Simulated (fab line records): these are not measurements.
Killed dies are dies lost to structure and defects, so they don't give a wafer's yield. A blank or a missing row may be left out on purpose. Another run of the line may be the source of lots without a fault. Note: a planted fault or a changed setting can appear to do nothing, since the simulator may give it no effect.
fab line records	flow gf180mcu
record: lots: 7	wafers: 21	lastDay: 34
route steps=602 shown V5@555 TOP_METAL@567
lots untouched by any fault: they come from a run of this same line in which no faults occurred
startH: hours from the record's opening day to when the first of the lot's shown wafers began	waitH: hours from the lot's prior step to this one	" same as the row above	L1.1+2: several wafers, shown together as one row	- no value, or no start given	* or withheld: withheld	< > ~ a bound
route shown NAME@n: NAME is a module with steps in the file, n the number in the route of the first one	usual: the fault-free wafers' mean and standard deviation	same: alike in all rows	chamber/n: place in a boat	sites: each site's reading	_std_site: standard deviation across them	_edge_site: inner sites' mean taken away from outer sites' mean	radiusMm: how far each site lies from the wafer's centre	mask NAME#n: copy n	behind: the tool/chamber that last shaped the wafer	hold: the reason the lot was held/the length of the hold in hours/how it ended	device: names the non-switching transistor (n, p or np)	end of line: tests of these same wafers at the route's end	a step without rows: its recipe alone	killed: dies lost to structure and defects at the first sort, not the wafer's yield	map: a wafer's dies, x killed, . not, _ none there
set.NAME: the setting as run; set.NAME@STEP: as run at that earlier step	model.NAME: the simulator's own value behind a step, which no gauge read
a table for each step, a row for each wafer; lots at some steps of the route
services: when a tool's chamber went out of use (startH, in hours from the record's first day, below 0 if earlier), for how many hours, and the reason
== steps ==
step: GF_V5_OVL_MEAS_15
usual: V5_OVL: -3/6.5
lot.wafer	tool	chamber	startH	waitH	V5_OVL[nm]
L156.1	overlay-01	-	642.98	0.1	9
L156.3	"	-	"	"	6
L156.4	"	-	"	"	2
L163.3	overlay-02	-	700.29	0.1	4
L163.5	"	-	"	"	-3
L163.6	"	-	"	"	-1
L164.3	overlay-01	-	702.01	0.1	-15
L164.4	"	-	"	"	-7
L164.6	"	-	"	"	-16
L165.2	overlay-01	-	715.00	0.1	-4
L165.3	"	-	"	"	-10
L165.6	"	-	"	"	-9
L172.1	overlay-01	-	756.78	0.1	-5
L172.2	"	-	"	"	-5
L172.4	"	-	"	"	-5
L176.1	overlay-02	-	776.70	0.1	2
L176.3	"	-	"	"	-5
L176.4	"	-	"	"	-4
L177.2	overlay-01	-	786.48	0.1	8
L177.4	"	-	"	"	7
L177.6	"	-	"	"	11
step: GF_V5_ETCH_16
recipe: chemistry: N2/H2	targetDepthA: withheld	overetchA: withheld	timeS: withheld	target: BARC	ionEnergyEv: 200	sourceW: 500	biasW: 100	pressureMtorr: 30	n2FlowSccm: 100	h2FlowSccm: 200
step: GF_V5_ETCH_17
recipe: chemistry: C4F8/O2/Ar	maskMaterial: KrF	target: SiO2	stopOn: TiN	sourceW: 1500	biasW: 1200	pressureMtorr: 40	c4f8FlowSccm: withheld	O2_flow_sccm: 6	Ar_flow_sccm: 300	timeS: withheld	targetDepthA: 8550
step: GF_V5_STRIP_18
recipe: chemistry: O2/N2	powerW: 1400	pressureMtorr: 1500	platenTempC: 250	o2FlowSccm: 3000	n2FlowSccm: 300	overashFraction: 0.5
usual: drypumpMotorCurrentA: 5.9/0.34	heaterPowerW: 348/46	oesProductAu: 0.569/0.0051
lot.wafer	tool	chamber	startH	waitH	drypumpMotorCurrentA	heaterPowerW	oesProductAu	rfHoursCounterH
L156.1	plasmaAsher-04	1	643.17	-	6.1	321	0.568	54
L156.3	"	1	"	"	6.1	334	0.578	-
L156.4	"	0	"	"	5.2	273	0.565	-
L163.3	plasmaAsher-03	1	700.50	-	5.9	350	0.573	-
L163.5	"	1	"	"	5.9	355	0.571	-
L163.6	"	0	"	"	6.0	398	0.572	-
L164.3	plasmaAsher-03	1	702.22	-	5.9	367	0.568	-
L164.4	"	0	"	"	6.0	400	0.575	-
L164.6	"	0	"	"	6.0	411	0.572	-
L165.2	plasmaAsher-02	0	715.18	-	6.3	400	0.570	111
L165.3	"	1	"	"	5.8	351	0.574	-
L165.6	"	0	"	"	6.3	385	0.574	-
L172.1	plasmaAsher-03	1	756.96	-	5.9	355	0.564	97
L172.2	"	0	"	"	6.0	401	0.565	97
L172.4	"	1	"	"	5.9	360	0.569	-
L176.1	plasmaAsher-03	0	776.89	-	6.0	408	0.573	99
L176.3	"	1	"	"	5.9	361	0.566	-
L176.4	"	0	"	"	6.0	402	0.573	-
L177.2	plasmaAsher-02	0	786.66	-	6.3	406	0.566	3
L177.4	"	1	"	"	5.9	374	0.571	-
L177.6	"	1	"	"	5.8	372	0.570	-
step: GF_V5_STRIP_19
recipe: chemistry: postEtchResidueRemover	timeS: 1200	tempC: 72.5
step: GF_V5_CLEAN_20
recipe: chemistry: DIW	dry: n2Spin
step: GF_V5_SPUTTER_21
recipe: material: Ti	targetThkNm: 15	chamberPressurePa: 5	powerW: 2500	substrateTempC: 200	timeS: 80.02
usual: cathodeDcPowerW: 2499.9/0.47	chamberPressurePa: 5.000/0.0099	throttleValvePct: 30.2/0.8
lot.wafer	tool	chamber	startH	waitH	cathodeDcPowerW	chamberPressurePa	throttleValvePct
L156.1	pvdSputter-01	-	643.71	0.0	2500.2	5.000	29.6
L156.3	"	-	"	"	2499.8	4.983	30.7
L156.4	"	-	"	"	2500.8	4.984	31.5
L163.3	pvdSputter-04	-	701.00	0.0	2499.6	5.004	30.3
L163.5	"	-	"	"	2499.8	4.992	29.9
L163.6	"	-	"	"	2499.4	4.999	31.0
L164.3	pvdSputter-04	-	702.72	0.0	2500.0	4.983	29.7
L164.4	"	-	"	"	2500.0	5.000	30.7
L164.6	"	-	"	"	2499.3	5.016	30.3
L165.2	pvdSputter-01	-	715.71	0.0	2500.7	5.010	30.6
L165.3	"	-	"	"	2499.7	5.021	29.4
L165.6	"	-	"	"	2499.8	5.000	29.5
L172.1	pvdSputter-01	-	757.50	0.0	2500.7	5.003	29.7
L172.2	"	-	"	"	2499.7	4.993	29.8
L172.4	"	-	"	"	2500.0	4.994	30.3
L176.1	pvdSputter-02	-	777.45	0.0	2499.3	4.993	31.5
L176.3	"	-	"	"	2500.2	5.008	29.9
L176.4	"	-	"	"	2500.1	5.013	28.8
L177.2	pvdSputter-02	-	787.20	0.0	2500.0	5.006	29.0
L177.4	"	-	"	"	2499.4	4.989	29.1
L177.6	"	-	"	"	2499.7	4.987	31.2
step: GF_V5_SPUTTER_22
recipe: material: TiN	targetThkNm: 10	chamberPressurePa: 5	powerW: 4000	timeS: 40
step: GF_V5_CVD_23
recipe: material: W	targetThkNm: 350	timeS: 104.9	tempC: 400	pressureTorr: 40
usual: heaterPowerW: 840/59
lot.wafer	tool	chamber	startH	waitH	heaterPowerW
L156.1	cvdW-01	1	643.81	0.0	853
L156.3	"	1	"	"	870
L156.4	"	0	"	"	919
L163.3	cvdW-01	1	701.14	0.1	888
L163.5	"	0	"	"	928
L163.6	"	1	"	"	870
L164.3	cvdW-01	0	702.86	0.1	910
L164.4	"	1	"	"	866
L164.6	"	1	"	"	851
L165.2	cvdW-01	0	715.81	0.0	934
L165.3	"	0	"	"	905
L165.6	"	1	"	"	876
L172.1	cvdW-01	1	757.60	0.0	884
L172.2	"	0	"	"	921
L172.4	"	1	"	"	870
L176.1	cvdW-02	1	777.55	0.0	834
L176.3	"	0	"	"	758
L176.4	"	1	"	"	805
L177.2	cvdW-02	1	787.30	0.0	824
L177.4	"	1	"	"	820
L177.6	"	0	"	"	778
step: GF_V5_RS_MEAS_24
recipe: thkMeasGauge: four-point-probe	reads: W_of_V5_CVD_23+TiN_of_V5_SPUTTER_22+Ti_of_V5_SPUTTER_21
usual: V5_W_RS: 0.331/0.0048
lot.wafer	tool	chamber	startH	waitH	V5_W_RS[ohm/sq]
L156.1	filmMetro-04	-	643.92	0.1	0.340
L156.3	"	-	"	"	0.349
L156.4	"	-	"	"	0.339
L163.3	filmMetro-04	-	701.25	0.1	0.335
L163.5	"	-	"	"	0.337
L163.6	"	-	"	"	0.331
L164.3	filmMetro-02	-	702.98	0.1	0.329
L164.4	"	-	"	"	0.329
L164.6	"	-	"	"	0.328
L165.2	filmMetro-03	-	715.95	0.1	0.331
L165.3	"	-	"	"	0.331
L165.6	"	-	"	"	0.326
L172.1	filmMetro-03	-	757.71	0.1	0.329
L172.2	"	-	"	"	0.332
L172.4	"	-	"	"	0.330
L176.1	filmMetro-03	-	777.67	0.1	0.329
L176.3	"	-	"	"	0.336
L176.4	"	-	"	"	0.331
L177.2	filmMetro-02	-	787.43	0.1	0.334
L177.4	"	-	"	"	0.327
L177.6	"	-	"	"	0.334
step: GF_V5_THK_MEAS_25
recipe: thkMeasGauge: xrf	reads: W_of_V5_CVD_23
usual: V5_W_THK: 357/6.4
lot.wafer	tool	chamber	startH	waitH	V5_W_THK[nm]
L156.1	filmMetro-04	-	644.04	0.1	345
L156.3	"	-	"	"	338
L156.4	"	-	"	"	346
L163.3	filmMetro-04	-	701.35	0.1	349
L163.5	"	-	"	"	349
L163.6	"	-	"	"	353
L164.3	filmMetro-02	-	703.08	0.1	353
L164.4	"	-	"	"	355
L164.6	"	-	"	"	356
L165.2	filmMetro-03	-	716.06	0.1	356
L165.3	"	-	"	"	356
L165.6	"	-	"	"	361
L172.1	filmMetro-03	-	757.83	0.1	361
L172.2	"	-	"	"	356
L172.4	"	-	"	"	360
L176.1	filmMetro-03	-	777.79	0.1	362
L176.3	"	-	"	"	353
L176.4	"	-	"	"	359
L177.2	filmMetro-02	-	787.54	0.1	352
L177.4	"	-	"	"	362
L177.6	"	-	"	"	351
step: GF_V5_CMP_26
recipe: stopOn: SiO2	downForcePsi: 3.5	platenRpm: 60	tOverpolishS: 15	targetThkNm: 0	padVelocityMS: 0.94248
step: GF_TOP_METAL_SPUTTER_00
recipe: material: Ti	targetThkNm: 37.5	arrivingIonEnergyEv: 80	substrateTempC: 200	chamberPressurePa: 1.93	powerW: 4000	timeS: 150
usual: cathodeDcPowerW: 4000.0/0.73	chamberPressurePa: 1.930/0.0038	throttleValvePct: 30.0/0.9
lot.wafer	tool	chamber	startH	waitH	cathodeDcPowerW	chamberPressurePa	throttleValvePct
L156.1	pvdSputter-04	-	644.40	0.1	3998.6	1.937	30.6
L156.3	"	-	"	"	4000.5	1.929	29.8
L156.4	"	-	"	"	4000.5	1.933	30.8
L163.3	pvdSputter-02	-	701.69	0.2	-	-	-
L163.5	"	-	"	"	-	-	-
L163.6	"	-	"	"	-	-	-
L164.3	pvdSputter-02	-	703.42	0.2	-	-	-
L164.4	"	-	"	"	-	-	-
L164.6	"	-	"	"	-	-	-
L165.2	pvdSputter-04	-	716.41	0.1	-	-	-
L165.3	"	-	"	"	-	-	-
L165.6	"	-	"	"	-	-	-
L172.1	pvdSputter-04	-	758.19	0.1	4000.2	1.928	30.8
L172.2	"	-	"	"	4000.1	1.925	30.3
L172.4	"	-	"	"	3999.1	1.936	30.3
L176.1	pvdSputter-04	-	778.15	0.2	4000.3	1.930	30.3
L176.3	"	-	"	"	4001.3	1.935	30.2
L176.4	"	-	"	"	4000.4	1.923	30.9
L177.2	pvdSputter-03	-	787.89	0.1	4000.4	1.933	31.5
L177.4	"	-	"	"	3999.9	1.932	28.8
L177.6	"	-	"	"	4002.6	1.927	28.7
step: GF_TOP_METAL_SPUTTER_01
recipe: material: TiN	targetThkNm: 30	powerW: 6500	timeS: 25	chamberPressurePa: 0.4
step: GF_TOP_METAL_SPUTTER_02
recipe: material: AlCu	targetThkNm: 900	powerW: 10600	chamberPressurePa: 0.3	substrateTempC: 250	gas: Ar	timeS: 47.82
step: GF_TOP_METAL_SPUTTER_03
recipe: material: Ti	targetThkNm: 5	substrateTempC: 300	chamberPressurePa: 0.3	powerW: 3000	timeS: 3.3
step: GF_TOP_METAL_SPUTTER_04
recipe: material: TiN	targetThkNm: 25	powerW: 6500	timeS: 20.8	chamberPressurePa: 0.4
usual: cathodeDcPowerW: 6500.1/1.2	chamberPressurePa: 0.4001/0.00078	throttleValvePct: 30.0/0.88
lot.wafer	tool	chamber	startH	waitH	cathodeDcPowerW	chamberPressurePa	throttleValvePct
L156.1	pvdSputter-04	-	644.59	0.0	6499.9	0.4009	30.4
L156.3	"	-	"	"	6499.0	0.3991	29.8
L156.4	"	-	"	"	6500.4	0.4006	30.7
L163.3	pvdSputter-02	-	701.88	0.0	6500.8	0.4003	31.5
L163.5	"	-	"	"	6501.7	0.3980	29.2
L163.6	"	-	"	"	6500.3	0.3997	28.7
L164.3	pvdSputter-02	-	703.61	0.0	6499.9	0.3999	29.2
L164.4	"	-	"	"	6500.2	0.3995	29.7
L164.6	"	-	"	"	6501.7	0.4007	31.0
L165.2	pvdSputter-04	-	716.60	0.0	6501.1	0.3996	29.5
L165.3	"	-	"	"	6500.4	0.4001	30.8
L165.6	"	-	"	"	6499.3	0.4012	30.4
L172.1	pvdSputter-04	-	758.38	0.0	6500.8	0.4015	30.5
L172.2	"	-	"	"	6498.9	0.4001	30.7
L172.4	"	-	"	"	6500.3	0.4008	30.3
L176.1	pvdSputter-04	-	778.34	0.0	6500.1	0.4017	30.3
L176.3	"	-	"	"	6500.6	0.4000	30.3
L176.4	"	-	"	"	6500.2	0.3997	30.8
L177.2	pvdSputter-03	-	788.08	0.0	6499.9	0.4004	31.4
L177.4	"	-	"	"	6500.3	0.4005	28.8
L177.6	"	-	"	"	6501.2	0.4008	29.1
step: GF_TOP_METAL_DEHYDRATE_07
recipe: tempC: 200	timeS: 60
step: GF_TOP_METAL_HMDS_08
recipe: primeTimeS: 60	primeTempC: 120
step: GF_TOP_METAL_COAT_09
recipe: resist: NOVOLAK	spinRpm: 3000	resistThkNm: 1500
step: GF_TOP_METAL_SOFTBAKE_10
recipe: tempC: 90	timeS: 60	resist: NOVOLAK
step: GF_TOP_METAL_EXPOSE_11
recipe: maskId: MetalTop	targetCdNm: 440	na: 0.6	sourceShape: conventional	sigmaOuter: 0.6	doseMj: 170
step: GF_TOP_METAL_PEB_12
recipe: tempC: withheld	timeS: *	resist: NOVOLAK
step: GF_TOP_METAL_DEVELOP_13
recipe: developTimeS: 60	devTempC: 23
step: GF_TOP_METAL_CD_MEAS_14
recipe: targetCdNm: 440
usual: cdNm: 439.6/2.1
lot.wafer	tool	chamber	startH	waitH	cdNm
L156.1	cdSem-01	-	663.05	0.1	439.0
L156.3	"	-	"	"	440.2
L156.4	"	-	"	"	440.3
L163.3	cdSem-01	-	719.72	0.1	441.4
L163.5	"	-	"	"	439.9
L163.6	"	-	"	"	440.8
L164.3	cdSem-02	-	721.59	0.1	442.2
L164.4	"	-	"	"	440.7
L164.6	"	-	"	"	439.8
L165.2	cdSem-02	-	734.20	0.1	443.5
L165.3	"	-	"	"	442.8
L165.6	"	-	"	"	443.9
L172.1	cdSem-01	-	774.55	0.1	436.0
L172.2	"	-	"	"	437.0
L172.4	"	-	"	"	438.6
L176.1	cdSem-01	-	793.37	0.1	441.2
L176.3	"	-	"	"	439.7
L176.4	"	-	"	"	441.9
L177.2	cdSem-01	-	803.00	0.1	441.1
L177.4	"	-	"	"	440.4
L177.6	"	-	"	"	442.2
step: GF_TOP_METAL_OVL_MEAS_15
usual: TOP_METAL_OVL: 0.1/1.5
lot.wafer	tool	chamber	startH	waitH	TOP_METAL_OVL[nm]
L156.1	overlay-02	-	663.17	0.1	0.2
L156.3	"	-	"	"	-0.2
L156.4	"	-	"	"	-0.5
L163.3	overlay-02	-	719.81	0.1	-3.1
L163.5	"	-	"	"	-1.0
L163.6	"	-	"	"	-2.2
L164.3	overlay-02	-	721.68	0.1	-1.5
L164.4	"	-	"	"	-2.0
L164.6	"	-	"	"	-1.8
L165.2	overlay-02	-	734.31	0.1	0.4
L165.3	"	-	"	"	-1.2
L165.6	"	-	"	"	-0.4
L172.1	overlay-02	-	774.67	0.1	-1.3
L172.2	"	-	"	"	0.1
L172.4	"	-	"	"	-0.6
L176.1	overlay-01	-	793.49	0.1	1.9
L176.3	"	-	"	"	0.0
L176.4	"	-	"	"	0.7
L177.2	overlay-01	-	803.11	0.1	-0.2
L177.4	"	-	"	"	0.7
L177.6	"	-	"	"	-0.3
step: GF_TOP_METAL_METAL_ETCH_16
recipe: chemistry: Cl2/BCl3	maskMaterial: NOVOLAK	targetDepthNm: 1077.5	stopOn: SiO2	pressureMtorr: 8	icpW: 800	biasW: 135.2	Cl2_flow_sccm: 80	bcl3FlowSccm: 40	timeS: 179.6
usual: drypumpMotorCurrentA: 5.9/0.4	oesProductAu: 0.968/0.0067	rfFwdPowerW: 796.4/2.5	throttleValvePct: 28.254/0.01
lot.wafer	tool	chamber	startH	waitH	drypumpMotorCurrentA	oesProductAu	rfFwdPowerW	rfHoursCounterH	throttleValvePct
L156.1	rieMetal-02	0	663.21	0.0	6.4	0.977	791.8	10	28.255
L156.3	"	1	"	"	5.2	0.972	798.1	-	28.257
L156.4	"	0	"	"	6.4	0.969	795.8	-	28.244
L163.3	rieMetal-01	1	719.90	0.1	6.0	0.957	795.3	-	28.280
L163.5	"	0	"	"	5.7	0.956	794.4	-	28.274
L163.6	"	1	"	"	6.0	0.941	795.8	-	28.279
L164.3	rieMetal-02	0	721.76	0.1	6.3	0.949	795.7	-	28.272
L164.4	"	1	"	"	5.2	0.943	794.6	-	28.284
L164.6	"	1	"	"	5.2	0.952	796.2	-	28.266
L165.2	rieMetal-02	0	734.34	0.0	6.4	0.941	795.3	13	28.287
L165.3	"	1	"	"	5.2	0.938	795.8	-	28.285
L165.6	"	0	"	"	6.3	0.965	790.9	-	28.278
L172.1	rieMetal-04	0	774.71	0.0	5.8	0.966	798.1	5	28.254
L172.2	"	1	"	"	6.2	0.972	796.0	13	28.253
L172.4	"	1	"	"	6.2	0.970	796.5	-	28.240
L176.1	rieMetal-04	0	793.53	0.0	5.8	0.959	799.0	6	28.256
L176.3	"	0	"	"	5.8	0.961	797.9	-	28.249
L176.4	"	1	"	"	6.2	0.958	797.2	-	28.252
L177.2	rieMetal-01	0	803.14	0.0	5.7	0.966	798.1	13	28.232
L177.4	"	1	"	"	6.1	0.973	795.3	-	28.246
L177.6	"	1	"	"	6.0	0.979	798.7	-	28.241
step: GF_TOP_METAL_STRIP_17
recipe: chemistry: O2/N2	powerW: 1400	pressureMtorr: 1500	platenTempC: 250	o2FlowSccm: 3000	n2FlowSccm: 300	overashFraction: 0.5
usual: drypumpMotorCurrentA: 5.7/0.43	heaterPowerW: 342/44	oesProductAu: 0.711/0.0047	stripTimeToEndpointS: 13.47/0.098
lot.wafer	tool	chamber	startH	waitH	drypumpMotorCurrentA	heaterPowerW	oesProductAu	rfHoursCounterH	stripTimeToEndpointS
L156.1	plasmaAsher-02	1	663.38	0.1	5.9	350	0.714	105	13.51
L156.3	"	0	"	"	6.3	385	0.713	-	13.44
L156.4	"	1	"	"	5.8	343	0.713	-	13.50
L163.3	plasmaAsher-02	0	720.05	0.1	6.3	396	0.709	-	13.44
L163.5	"	1	"	"	5.9	345	0.714	-	13.63
L163.6	"	0	"	"	6.3	394	0.710	-	13.41
L164.3	plasmaAsher-02	0	721.91	0.1	6.3	388	0.704	-	13.63
L164.4	"	1	"	"	5.9	345	0.701	-	13.59
L164.6	"	0	"	"	6.3	402	0.711	-	13.59
L165.2	plasmaAsher-04	0	734.51	0.1	5.2	267	0.707	62	13.57
L165.3	"	0	"	"	5.3	276	0.715	-	13.59
L165.6	"	0	"	"	5.2	266	0.706	-	13.53
L172.1	plasmaAsher-04	0	774.88	0.1	5.2	280	0.705	67	13.47
L172.2	"	1	"	"	6.1	330	0.712	67	13.28
L172.4	"	0	"	"	5.2	275	0.707	-	13.34
L176.1	plasmaAsher-02	0	793.70	0.1	6.3	387	0.701	4	13.58
L176.3	"	0	"	"	6.3	395	0.708	-	13.52
L176.4	"	1	"	"	5.8	359	0.706	-	13.37
L177.2	plasmaAsher-01	0	803.31	0.1	5.4	342	0.713	42	13.64
L177.4	"	1	"	"	5.2	400	0.710	-	13.41
L177.6	"	0	"	"	5.4	344	0.721	-	13.41
== services ==
tool	chamber	startH	hours	kind
pvdSputter-04	2	619.17	-	consumableReplace:kit
pvdSputter-02	-	620.32	12.1	repair
pvdSputter-02	-	632.60	5.7	repair
plasmaAsher-01	-	658.71	1.4	repair
plasmaAsher-04	-	666.78	15.6	pm
cvdW-01	1	684.37	3.3	repair
rieMetal-04	-	684.68	0.3	repair
plasmaAsher-03	-	726.07	1.9	repair
cvdW-02	0	732.34	4.7	repair
plasmaAsher-02	-	733.75	9.0	pm
cvdW-01	-	746.57	6.9	pm
cvdW-02	1	747.57	1.7	repair
plasmaAsher-02	-	747.92	17.5	pm
plasmaAsher-03	-	766.92	2.0	repair
plasmaAsher-04	-	769.03	3.6	repair
pvdSputter-03	-	769.73	0.9	repair
plasmaAsher-04	-	774.98	2.8	pm
plasmaAsher-03	-	785.11	2.8	pm
plasmaAsher-03	-	787.96	4.2	repair
pvdSputter-02	-	791.39	1.6	repair
plasmaAsher-02	-	796.56	2.8	pm
pvdSputter-01	-	800.50	2.6	repair
plasmaAsher-02	-	801.47	6.8	repair
pvdSputter-04	-	802.44	3.5	repair
== key ==
firstSign: step: GF_TOP_METAL_SPUTTER_00	reading: toolRecord	direction: missing
effect: step: GF_TOP_METAL_METAL_ETCH_16	reading: oesProductAu	direction: down	sigmas: 2.8	usual: 0.968	struck: 0.949
metAt GF_TOP_METAL_SPUTTER_00
struckWafers L163.3,L163.5,L163.6,L164.3,L164.4,L164.6,L165.2,L165.3,L165.6
laterRowsLeftOut L163.3,L163.5,L163.6,L164.3,L164.4,L164.6,L165.2,L165.3,L165.6
sortLeftOut L163.3,L163.5,L163.6,L164.3,L164.4,L164.6,L165.2,L165.3,L165.6
onsetBetween 644.40 701.69
fault: kind: skippedStepWhole	tool: pvdSputter-02,pvdSputter-04	chamber: -	onsetH: 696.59	steps: GF_TOP_METAL_SPUTTER_00	scope: struckLotsOnly
sortLeftOut: the simulated sort isn't trusted on such a fault, so these wafers' sort isn't shown, and their yield isn't known
laterRowsLeftOut: the simulator's readings of these wafers behind a module that went badly wrong aren't trusted and aren't shown, but for the sort
